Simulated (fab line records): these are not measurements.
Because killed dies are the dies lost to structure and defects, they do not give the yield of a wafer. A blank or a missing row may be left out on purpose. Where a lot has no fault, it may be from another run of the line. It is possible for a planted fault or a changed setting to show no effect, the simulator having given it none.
Comparing a struck lot with a sound one | flow sky130 | 17 steps out of a route of 708
Sound: the wafers L106.3, L106.4, L106.5. Wafers struck: L115.2, L115.3, L115.4. The cause comes at the end.
For every step that has rows: the tool of each side, followed by ch and its chambers, followed by its first start. Under that, the readings that differ: sound wafers | struck wafers | difference of the means | sigmas: that difference in standard deviations of wafers without a fault.
alike: readings with means less than 2 such deviations apart, plus words and numbers identical on both sides. not compared: withheld readings, readings lacking a value on some wafer, bounds such as >300 that could conceal the same value, and numbers that have no deviation in the record and whose values overlap.
Wherever a step has rows on one side only, a row that says differs or no value, or a row with sigmas, the two part there. Numbers that don't overlap but have no deviation are shown without sigmas and don't part them. A reading that every wafer of one side lacks parts them only if that side has two wafers or more.

first, 1 step without rows for these wafers: SKY_VT_ADJUST_NCORE_IMPLANT_09.
SKY_VT_ADJUST_NCORE_STRIP_10: strips in O2/N2.
  sound on plasma_asher-01 ch 0,1, day 10 15:31; struck on plasma_asher-03 ch 0,1, day 13 13:23
  alike: drypump_motor_current_A, oes_product_au, strip_time_to_endpoint_s
  not compared: rf_hours_counter_h
SKY_VT_ADJUST_NCORE_TW_MEAS_11:
  sound on film_metro-01, day 10 15:36; struck on film_metro-03, day 13 13:29
  alike: VT_ADJUST_NCORE_TW
then, 7 steps without rows for these wafers: SKY_VT_ADJUST_HVTR_DEHYDRATE_00 (time 60 s); SKY_VT_ADJUST_HVTR_HMDS_01 (prime time 60 s); SKY_VT_ADJUST_HVTR_COAT_02 (resist thk 1140 nm); SKY_VT_ADJUST_HVTR_SOFTBAKE_03 (time 60 s); SKY_VT_ADJUST_HVTR_EXPOSE_04 (exposes mask HVTRM, target cd 380 nm); SKY_VT_ADJUST_HVTR_PEB_05; SKY_VT_ADJUST_HVTR_DEVELOP_06 (develop time 60 s).
SKY_VT_ADJUST_HVTR_CD_MEAS_07: target cd 380 nm.
  sound on cd_sem-02, day 11 15:05; struck on cd_sem-02, day 14 14:16
  alike: cd_nm
SKY_VT_ADJUST_HVTR_OVL_MEAS_08:
  sound on overlay-01, day 11 15:10; struck on overlay-01, day 14 14:23
  alike: VT_ADJUST_HVTR_OVL
SKY_VT_ADJUST_HVTR_IMPLANT_09:
  sound on implanter-03 ch 0, day 11 15:14; struck on implanter-01 ch 0, day 14 14:26
  reading            | sound                            | struck                        | difference | sigmas
  dose_ions_cm2      | 2.0975e+12 2.1005e+12 2.0989e+12 | 2.065e+11 2.091e+11 2.105e+11 | -1.890e+12 | -99 or more
  faraday_current_uA | 11.45 11.57 11.85                | 1.15 1.14 1.14                | -10.48     | -46
  alike: beam_on_s
SKY_VT_ADJUST_HVTR_STRIP_10: strips in O2/N2.
  sound on plasma_asher-04 ch 0,1, day 11 15:23; struck on plasma_asher-03 ch 0,1, day 14 14:34
  alike: drypump_motor_current_A, oes_product_au, strip_time_to_endpoint_s
  not compared: rf_hours_counter_h
SKY_VT_ADJUST_HVTR_TW_MEAS_11:
  sound on film_metro-01, day 11 15:28; struck on film_metro-03, day 14 14:40
  reading           | sound             | struck            | difference | sigmas
  VT_ADJUST_HVTR_TW | 211.1 212.0 211.8 | 115.5 114.4 115.2 | -96.6      | -88
then, 1 step without rows for these wafers: SKY_VT_ADJUST_PCH_DEHYDRATE_00 (time 60 s).
-- here the record skips 35 days between the struck wafers' starts before and after, leaving off in module VT_ADJUST_PCH and picking up in module PAD_OPEN (first step shown: number 708 of the route) --
SKY_PAD_OPEN_PROBE_99:
  sound on prober-02, day 47 03:40; struck on prober-01, day 49 15:55
  reading                                  | sound                   | struck                  | difference | sigmas
  model.etest.pfet_01v8_mvt.drive_ua_um    | 154.4 152.2 153.5       | 114.5 118.1 117.3       | -36.7      |
  model.etest.pfet_01v8_mvt.off_log10_a_um | -10.68 -10.63 -10.75    | -12.99 -12.92 -12.99    | -2.28      |
  model.etest.pfet_01v8_mvt.vt_sat_v (V)   | -0.5609 -0.5603 -0.5625 | -0.8115 -0.806 -0.8111  | -0.2483    |
  model.etest.pfet_01v8_mvt.vt_v (V)       | -0.6489 -0.6484 -0.6515 | -0.8601 -0.8526 -0.8559 | -0.2066    |
  model.etest.pfet_01v8_mvt.vt_long_v (V)  | -0.8536 -0.8534 -0.8601 | -1.038 -1.034 -1.035    | -0.180     |
  alike: killed_at_M0_to_M3, killed_at_M4_up, killed_at_contacts, killed_at_front_end, killed_at_other, killed_dies, killed_open, killed_short

## WHERE THEY PART
First at SKY_VT_ADJUST_HVTR_IMPLANT_09; last, within this record, at SKY_VT_ADJUST_HVTR_TW_MEAS_11. Later steps at which nothing parts them and some readings are alike: SKY_PAD_OPEN_PROBE_99.

WHY: the cause the simulator had injected
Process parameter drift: implanter-01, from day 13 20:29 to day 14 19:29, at SKY_VT_ADJUST_HVTR_IMPLANT_09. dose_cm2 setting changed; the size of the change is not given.
